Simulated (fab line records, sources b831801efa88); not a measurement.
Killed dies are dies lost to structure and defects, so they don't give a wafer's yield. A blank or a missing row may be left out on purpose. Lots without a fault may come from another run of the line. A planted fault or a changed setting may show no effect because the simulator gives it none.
Problem report in the 8D (eight disciplines) form, filled by code | flow sky130 | the parts of the form that need people (team, actions taken, sign-off) are left out

1. THE PROBLEM
METAL5_ALCU_THK at SKY_METAL5_THK_MEAS_06 reads a mean of 1066 nm on 2 wafers of 2 lots; wafers without a fault read 1138 nm with a standard deviation of 13. That is -5.5 standard deviations from the usual mean.
The step: measures by xrf.
First seen on wafer L842.4, day 46 21:33, on film_metro-01. The record holds 36 wafers of 12 lots with a number at this step. Rule for "out", or "out of limits": more than 4 standard deviations from the usual mean. The other wafers with a number count as sound.

2. WHAT IT IS AND WHAT IT IS NOT
question                    | is                           | is not
which readings at this step | METAL5_ALCU_THK              | -
which lots                  | L842, L844                   | L828, L829, L830, L832, L833, L835, L837, L847, L848, L849
which wafers of those lots  | L842.4, L844.1               | L842.1, L842.3, L844.4, L844.5
read on which gauges        | film_metro-01, film_metro-02 | -
when                        | from day 46 21:33            | up to then (23 sound wafers); but 11 sound wafers of L844, L847, L848, L849 came after

3. SUSPECTS, AND WHAT RULES EACH OUT
Counting: a tool at a process step up to the reading stays a suspect if it ran every lot that is out. Sound lots after the first of them don't rule it out here, since some wafers of a struck lot are sound.
- the gauge at SKY_METAL5_THK_MEAS_06: ruled out. The wafers that are out were read on 2 gauges (film_metro-01, film_metro-02).
- pvd_sputter-02 at SKY_METAL5_SPUTTER_04 (material TiN, target thk 70 nm, time 58.3 s): kept. It ran every lot that is out, first L842 (day 46 21:23); its last sound lot up to then is L837 (day 45 13:31).
Left after counting: pvd_sputter-02 at SKY_METAL5_SPUTTER_04.

4. THE CAUSE (what the simulator had put in)
Process parameter drift: pvd_sputter-02, from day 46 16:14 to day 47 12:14, at SKY_METAL5_SPUTTER_04. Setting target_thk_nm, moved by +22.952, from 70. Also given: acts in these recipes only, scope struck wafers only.
Counting left only this tool.

5. THE CHAIN OF EFFECTS, in route order
Each row: a reading whose mean over the struck wafers that have a number lies more than 3 standard deviations from the usual. Only readings for which the record gives a usual standard deviation are gone through. hours: the time from each lot's start at the first step in this table that gives one to its start at this step, as a median over the lots. sigmas: the change in usual standard deviations.
hours | step                   | reading         | usual   | on struck wafers | change | sigmas
0     | SKY_METAL5_THK_MEAS_06 | METAL5_ALCU_THK | 1138 nm | 1066             | -72    | -5.5

6. WHAT WOULD HAVE CAUGHT IT SOONER
In this record the first reading out of limits at a measuring or inspecting step was taken at day 46 21:33, 5 hours after the fault began at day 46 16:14.
Of the tool readings at SKY_METAL5_SPUTTER_04 for which the record gives a usual standard deviation, none was out on any struck wafer, so an alarm limit of 4 standard deviations on them would not have fired.
Of the lots that are out (2), L844 began SKY_METAL5_SPUTTER_04 on pvd_sputter-02 after day 46 21:33. A hold on the tool at that time would have spared it.
